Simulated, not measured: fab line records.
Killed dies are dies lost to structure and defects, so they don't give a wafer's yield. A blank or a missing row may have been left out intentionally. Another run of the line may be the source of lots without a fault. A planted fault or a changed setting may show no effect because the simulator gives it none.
fab line records | flow sky130
record: lots: 6 wafers: 18 lastDay: 50
route steps=708 shown PWDE@50 NWELL@56
lots that met no fault: from a run of the same line without faults
startH: hours from the record's first day to the start of the lot's first wafer shown | waitH: time in hours since the lot's previous step | " same as the row above | L1.1+2: several wafers, shown together as one row | - no value, or no start was given | * or withheld: withheld | < > ~ a bound
route shown NAME@n: NAME is a module with steps in the file, n the number in the route of the first one | usual: mean and standard deviation over wafers with no fault | same: alike in all rows | chamber/n: place in a boat | sites: each site's reading | _std_site: their standard deviation | _edge_site: the outer-site mean with the inner-site mean subtracted | radiusMm: for every site, how far away it sits from the centre of the wafer | mask NAME#n: copy n | behind: the tool/chamber that last shaped the wafer | hold: why the lot went on hold/how many hours it stayed there/how the hold came to an end | device: transistor that didn't switch, given as n, p or np | end of line: the tests these same wafers got at the end of their route | where a step has no rows: the recipe by itself | killed: dies lost to structure and defects at the first sort, not the wafer's yield | map: the dies of a wafer, with x for killed, . for not killed, _ for no die there
set.NAME: the run value of the setting; set.NAME@STEP: its run value at that earlier step | model.NAME: the simulator's own value behind a step, which no gauge read
lots at some steps of the route; a table a step, a row a wafer
services: when a tool's chamber went out of use (startH, in hours from the record's first day, below 0 if earlier), for how many hours, and the reason
== steps ==
step: SKY_PWDE_PEB_05
recipe: tempC: 115 timeS: withheld
step: SKY_PWDE_DEVELOP_06
recipe: wallAngleDeg: 90 developer: TMAH developTimeS: 60 devTempC: 23
step: SKY_PWDE_OVL_MEAS_07
usual: PWDE_OVL: -0.4/1.7
columns lot.wafer tool chamber startH waitH PWDE_OVL[nm]
L450.1 overlay-01 - 78.30 - -3.1
L450.4 " - " " -0.1
L450.6 " - " " -1.2
L459.2 overlay-02 - 121.65 - 1.2
L459.3 " - " " 0.5
L459.5 " - " " 1.2
L465.1 overlay-02 - 150.94 - -0.6
L465.2 " - " " -1.0
L465.4 " - " " 0.2
L466.3 overlay-01 - 163.86 - 1.3
L466.4 " - " " 0.4
L466.5 " - " " -2.6
L469.2 overlay-02 - 177.65 - -2.4
L469.3 " - " " -0.3
L469.5 " - " " -1.9
L473.1 overlay-01 - 198.05 - -0.5
L473.2 " - " " -2.5
L473.4 " - " " -2.1
step: SKY_PWDE_IMPLANT_08
recipe: species: B energyKev: 150 doseCm2: 3.6e+12 tiltDeg: withheld
step: SKY_PWDE_STRIP_09
recipe: chemistry: O2/N2 powerW: 1400 pressureMtorr: 1500 platenTempC: withheld o2FlowSccm: 3000 n2FlowSccm: 300 overashFraction: 0.5
usual: drypumpMotorCurrentA: 6.0/0.51 n2FlowSccm: 300.0/1 oesProductAu: 0.722/0.0054 stripTimeToEndpointS: 36.90/0.092
columns lot.wafer tool chamber startH waitH drypumpMotorCurrentA n2FlowSccm oesProductAu rfHoursCounterH stripTimeToEndpointS
L450.1 plasmaAsher-03 1 78.48 0.1 5.3 299.7 0.715 39 36.97
L450.4 " 1 " " 5.3 300.0 0.722 - 37.09
L450.6 " 1 " " 5.3 299.5 0.723 - 36.98
L459.2 plasmaAsher-02 1 121.83 0.1 6.8 300.6 0.734 37 36.77
L459.3 " 1 " " 6.8 302.0 0.724 - 36.85
L459.5 " 1 " " 6.8 300.6 0.722 - 36.90
L465.1 plasmaAsher-02 1 151.13 0.1 6.9 300.4 0.722 40 36.82
L465.2 " 0 " " 6.1 301.9 0.724 40 36.96
L465.4 " 0 " " 6.1 303.1 0.725 - 36.80
L466.3 plasmaAsher-03 0 164.06 0.1 5.8 300.2 0.729 - 36.98
L466.4 " 1 " " 5.3 301.0 0.727 - 36.83
L466.5 " 0 " " 5.8 298.7 0.726 - 36.88
L469.2 plasmaAsher-02 0 177.83 0.1 6.1 299.8 0.721 43 36.82
L469.3 " 1 " " 6.8 299.0 0.726 - 36.92
L469.5 " 1 " " 6.9 300.0 0.730 - 36.94
L473.1 plasmaAsher-01 0 198.23 0.1 6.2 301.2 0.718 55 36.98
L473.2 " 1 " " 5.6 301.2 0.719 55 36.95
L473.4 " 1 " " 5.6 301.0 0.719 - 36.98
step: SKY_PWDE_TW_MEAS_10
usual: PWDE_TW: 370/4
columns lot.wafer tool chamber startH waitH PWDE_TW
L450.1 filmMetro-04 - 78.58 0.1 377
L450.4 " - " " 376
L450.6 " - " " 377
L459.2 filmMetro-02 - 121.94 0.1 368
L459.3 " - " " 368
L459.5 " - " " 370
L465.1 filmMetro-02 - 151.23 0.1 362
L465.2 " - " " 367
L465.4 " - " " 364
L466.3 filmMetro-03 - 164.15 0.1 369
L466.4 " - " " 367
L466.5 " - " " 369
L469.2 filmMetro-02 - 177.94 0.1 369
L469.3 " - " " 369
L469.5 " - " " 368
L473.1 filmMetro-04 - 198.33 0.1 375
L473.2 " - " " 376
L473.4 " - " " 374
step: SKY_NWELL_DEHYDRATE_03
recipe: tempC: 200 timeS: 60
step: SKY_NWELL_HMDS_04
recipe: primeTimeS: 60 primeTempC: 120
step: SKY_NWELL_COAT_05
recipe: spinRpm: 2000 resistThkNm: 3000
step: SKY_NWELL_SOFTBAKE_06
recipe: tempC: 110 timeS: withheld
step: SKY_NWELL_EXPOSE_07
recipe: maskId: NWM na: 0.6 sourceShape: conventional sigmaOuter: 0.6 polarization: unpolarized targetCdNm: 840 doseMj: 255
step: SKY_NWELL_PEB_08
recipe: tempC: 115 timeS: withheld
step: SKY_NWELL_DEVELOP_09
recipe: wallAngleDeg: 90 developer: TMAH developTimeS: 60 devTempC: 23
usual: chillPlateTempC: 23.01/0.1 developTimeS: 60/0 exhaustPa: 44.8/0.81 resistLineTempC: 23.02/0.11
columns lot.wafer tool chamber startH waitH chillPlateTempC developTimeS exhaustPa resistLineTempC
L450.1 lithoTrack-02 0 95 - 22.95 60 43.1 22.91
L450.4 " 0 " " 22.96 60 43.2 23.02
L450.6 " 0 " " 23.02 60 43.6 22.85
L459.2 lithoTrack-01 0 140 - 22.89 60 44.0 22.94
L459.3 " 0 " " 23.13 60 44.8 22.95
L459.5 " 0 " " 23.00 60 44.2 22.99
L465.1 lithoTrack-04 - 170 - - - - -
L465.2 " - " " - - - -
L465.4 " - " " - - - -
L466.3 lithoTrack-02 - 183 - - - - -
L466.4 " - " " - - - -
L466.5 " - 184 - - - - -
L469.2 lithoTrack-02 0 198 - 22.91 60 45.4 23.23
L469.3 " 0 " " 23.06 60 44.8 23.10
L469.5 " 0 " " 23.01 60 45.4 23.11
L473.1 lithoTrack-01 0 218 - 22.89 60 44.4 22.87
L473.2 " 0 " " 22.96 60 43.8 23.04
L473.4 " 0 " " 23.05 60 43.3 22.88
step: SKY_NWELL_OVL_MEAS_10
usual: NWELL_00_OVL: 0.0/1.5
columns lot.wafer tool chamber startH waitH NWELL_00_OVL[nm]
L450.1 overlay-01 - 95.30 - 1.1
L450.4 " - " " -0.9
L450.6 " - " " -1.9
L459.2 overlay-01 - 140.25 - -0.6
L459.3 " - " " -0.7
L459.5 " - " " -0.5
L465.1 overlay-01 - 171.00 - -
L465.2 " - " " -
L465.4 " - " " -
L466.3 overlay-02 - 184.06 - -
L466.4 " - " " -
L466.5 " - " " -
L469.2 overlay-01 - 198.91 - -1.7
L469.3 " - " " -1.1
L469.5 " - " " -0.9
L473.1 overlay-01 - 218.49 - -2.8
L473.2 " - " " -3.4
L473.4 " - " " -3.9
== services ==
columns tool chamber startH hours kind
plasmaAsher-02 - 77.68 14.6 pm
plasmaAsher-03 - 84.62 1.5 repair
plasmaAsher-03 - 108.75 9.0 pm
plasmaAsher-03 0 108.75 9.0 ventCycle
plasmaAsher-03 1 108.75 9.0 ventCycle
plasmaAsher-03 0 117.75 - clean
plasmaAsher-03 1 117.75 - clean
== key ==
firstSign: step: SKY_NWELL_DEVELOP_09 reading: toolRecord direction: missing
effect none on later readings
metAt SKY_NWELL_DEVELOP_09
struckWafers L465.1,L465.2,L465.4,L466.3,L466.4,L466.5
rowsEnd L465.1,L465.2,L465.4,L466.3,L466.4,L466.5
onsetBetween 95 170
fault: kind: skippedStepWhole tool: lithoTrack-02,lithoTrack-04 chamber: - onsetH: 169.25 steps: SKY_NWELL_DEVELOP_09 scope: struckLotsOnly
rowsEnd: these wafers met a further fault down the route, and their rows from its step on are left out
